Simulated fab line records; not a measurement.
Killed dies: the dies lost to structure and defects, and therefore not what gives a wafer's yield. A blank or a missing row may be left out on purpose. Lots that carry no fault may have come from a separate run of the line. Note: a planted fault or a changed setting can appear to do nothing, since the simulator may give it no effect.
Chamber matching ; flow gf180mcu ; 4 sister chambers for GF_V1_ETCH_16 on rie_diel-02
The step etches BARC in N2/H2. 4 wafers are shown with their chamber, then 11 later ones without.

EACH WAFER AND ITS CHAMBER
wafer;chamber;drypump_motor_current_A (A)
L084.2;2;6.3
L085.3;3;6.7
L085.5;1;5.7
L088.2;0;5.7

WAFERS WITHOUT THEIR CHAMBER
wafer;drypump_motor_current_A (A)
L088.3;5.6
L088.4;5.7
L090.3;5.7
L090.5;5.7
L090.6;6.3
L092.3;5.7
L092.4;5.7
L092.5;6.3
L096.3;6.8
L096.4;5.7
L096.5;5.7

CHAMBER TAKEN BY EACH
wafer;from the rows above;in truth
L088.3;can't be placed: 0 or 1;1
L088.4;can't be placed: 0 or 1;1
L090.3;can't be placed: 0 or 1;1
L090.5;can't be placed: 0 or 1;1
L090.6;2;2
L092.3;can't be placed: 0 or 1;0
L092.4;can't be placed: 0 or 1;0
L092.5;2;2
L096.3;3;3
L096.4;can't be placed: 0 or 1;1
L096.5;can't be placed: 0 or 1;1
Correctly placed: 3 of 11. Not placeable from these rows: 8 (in 8, the candidates include the true chamber). Number placed wrongly: 0.
How it was worked out, from the rows above alone: a wafer's distance from a chamber is the root of the sum, over the readings, of the square of ((its reading less the chamber's mean) divided by the reading's scatter). The wafer belongs to the nearest chamber; if the next one is less than 2 further off, it can't be placed. Each chamber's mean is taken over the wafers shown for it. The scatter (one wafer shown for each chamber): square how far every hidden wafer sits from the nearest shown wafer, average those squares and take the square root.
